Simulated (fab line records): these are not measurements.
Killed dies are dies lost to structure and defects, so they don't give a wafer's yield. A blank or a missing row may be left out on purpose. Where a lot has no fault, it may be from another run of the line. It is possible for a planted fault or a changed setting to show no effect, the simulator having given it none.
2 desks looking at one fault	flow sky130	numbers are kept per desk, each desk with only its own; the story behind them comes last

== AT THE TOOL OWNER'S DESK: implanter-03 ==
The tool's own readings at SKY_VT_ADJUST_HVTP_IMPLANT_09, given as means over the sampled wafers that have a number, one for each lot that went through this tool. Marked OUT: a lot whose mean sits more than 4 standard deviations from the usual mean, which makes it out of limits; the brackets give that distance.
Columns: A = beam-energy-keV at SKY_VT_ADJUST_HVTP_IMPLANT_09, usual 150.00
lot	first seen here	A
L841	day 8 05:56	150.01
L842	day 8 18:27	140.98 (-99 or more) OUT
L843	day 9 12:11	140.99 (-99 or more) OUT
L846	day 9 14:58	141.01 (-99 or more) OUT
This desk's verdict: out of limits on L842, L843, L846, starting with L842 at day 8 18:27 (beam-energy-keV at SKY_VT_ADJUST_HVTP_IMPLANT_09). In limits: L841.

== FROM THE METROLOGY DESK ==
Lot by lot, what the gauges showed, no matter which tool ran the lot: averages of those sampled wafers that carry a number. Marked OUT: a lot whose mean sits more than 4 standard deviations from the usual mean, which makes it out of limits; the brackets give that distance.
Columns: A = NWELL_RS at SKY_NWELL_RS_MEAS_29, usual 624.5 ohm/sq; B = PWDE_RS at SKY_NWELL_RS_MEAS_31, usual 5275 ohm/sq; C = cd-nm at SKY_VT_ADJUST_HVTP_CD_MEAS_07, usual 380.3 nm; D = VT_ADJUST_HVTP_OVL at SKY_VT_ADJUST_HVTP_OVL_MEAS_08, usual 0.1 nm
lot	first seen here	A	B	C	D
L836	day 5 21:08	625.0	5265	384.3	0.7
L841	day 7 09:37	625.4	5264	379.4	0.3
L842	day 7 22:13	625.2	5279	378.5	-0.5
L843	day 8 15:01	625.3	5275	378.4	-1.2
L846	day 8 17:46	625.4	5249	379.9	0.1
L850	day 9 21:54	622.9	5264	379.2	-0.5
L856	day 11 01:49	623.6	5289	383.4	0.9
This desk's finding: nothing out of limits on any of the 7 lots.

== TAKEN TOGETHER ==
The tool owner's desk could have raised an alarm at day 8 18:27, on L842, L843, L846.
At the metrology desk, nothing out of limits was observed.
The metrology desk has L842, L843, L846 on record, within its limits.
All the named lots went through SKY_VT_ADJUST_HVTP_IMPLANT_09 on implanter-03.

== WHAT THE SIMULATOR PUT IN ==
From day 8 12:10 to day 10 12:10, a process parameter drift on implanter-03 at SKY_VT_ADJUST_HVTP_IMPLANT_09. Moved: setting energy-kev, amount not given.
Struck lots among those shown: L842, L843, L846.
How many hours passed from the start of the fault until each desk's first out-of-limits reading: the tool owner's desk, 6.
